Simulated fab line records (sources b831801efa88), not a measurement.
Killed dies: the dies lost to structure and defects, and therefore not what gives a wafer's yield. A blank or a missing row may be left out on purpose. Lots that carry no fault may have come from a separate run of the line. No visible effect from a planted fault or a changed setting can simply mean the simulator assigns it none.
8D (eight disciplines) problem report, filled in by code | flow gf180mcu | the parts of the form that need people (team, actions taken, sign-off) are left out

== 1. THE PROBLEM ==
SALICIDE_TIN_RS at GF_SALICIDE_RS_MEAS_04 reads a mean of 27.6 ohm/sq on 3 wafers of 2 lots; wafers without a fault read 16.4 ohm/sq with a standard deviation of 0.31. That puts it +36 standard deviations away from the usual mean.
The step: measures by four-point-probe.
The first sign was on wafer L633.3 at day 20 06:22, on film metro-04. Wafers with a number at this step in the record: 38, from 13 lots. By rule, "out" or "out of limits" means more than 4 standard deviations away from the usual mean. The other wafers with a number count as sound.

== 2. WHAT IT IS, WHAT IT ISN'T ==
question                    | is                           | is not
which readings at this step | SALICIDE_TIN_RS              | -
which lots                  | L633, L635                   | L619, L620, L622, L624, L625, L626, L628, L636, L638, L639, L641
which wafers of those lots  | L633.3, L635.2, L635.3       | L633.1, L635.1
read on which gauges        | film metro-02, film metro-04 | -
when                        | from day 20 06:22            | up to then (22 sound wafers); but 13 sound wafers of L635, L636, L638, L639, L641 came after

== 3. THE SUSPECTS, EACH WITH WHAT RULES IT OUT ==
Counting: if a tool at a process step up to the reading ran every lot that is out, it stays a suspect. Sound lots after the first of them don't rule it out here, since some wafers of a struck lot are sound.
- ruled out: the gauge at GF_SALICIDE_RS_MEAS_04. 2 gauges (film metro-02, film metro-04) read the wafers that are out.
- rie diel-01 at GF_SAB_ETCH_11 (etches SiO2 in C4F8/O2/Ar, target depth 55 nm, time 8.5 s): kept. Ran every lot that is out, first one L633 (day 20 05:59); last sound lot up to then L626 (day 17 20:49).
- pvd sputter-02 at GF_SALICIDE_SPUTTER_02 (material Co, target thk 10 nm, time 20 s): kept. Ran every lot that is out, first one L633 (day 20 06:19); last sound lot up to then L628 (day 18 14:05).
Remaining after the count are rie diel-01 at GF_SAB_ETCH_11 and pvd sputter-02 at GF_SALICIDE_SPUTTER_02.

== 4. THE CAUSE (what the simulator had put in) ==
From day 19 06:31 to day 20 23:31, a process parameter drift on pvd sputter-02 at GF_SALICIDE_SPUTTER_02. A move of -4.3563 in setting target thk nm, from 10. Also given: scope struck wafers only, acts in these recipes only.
After counting, 2 suspects remain, this tool included.

== 5. THE EFFECT CHAIN, in route order ==
Rows list readings where the struck wafers' mean (over those with a number) sits beyond 3 standard deviations from the usual. Only readings whose record carries a usual standard deviation are examined. hours: median over the lots of the time between each lot's start at the first step of this table that gives one and its start at this step. sigmas: the change, counted in usual standard deviations.
hours | step                   | reading         | usual       | on struck wafers | change | sigmas
0     | GF_SALICIDE_RS_MEAS_04 | SALICIDE_TIN_RS | 16.4 ohm/sq | 27.6             | +11.2  | +36

== 6. HOW IT WOULD HAVE BEEN CAUGHT EARLIER ==
Counted from the fault's start at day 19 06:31, it took 24 hours until the first out-of-limits reading at a measuring or inspecting step in this record, taken at day 20 06:22.
No tool reading at GF_SALICIDE_SPUTTER_02 that has a usual standard deviation in the record was out on any struck wafer, so an alarm limit of 4 standard deviations on those readings would not have fired.
L635, from the lots that are out (2), started GF_SALICIDE_SPUTTER_02 on pvd sputter-02 later than day 20 06:22. Holding the tool at that time would have saved it.
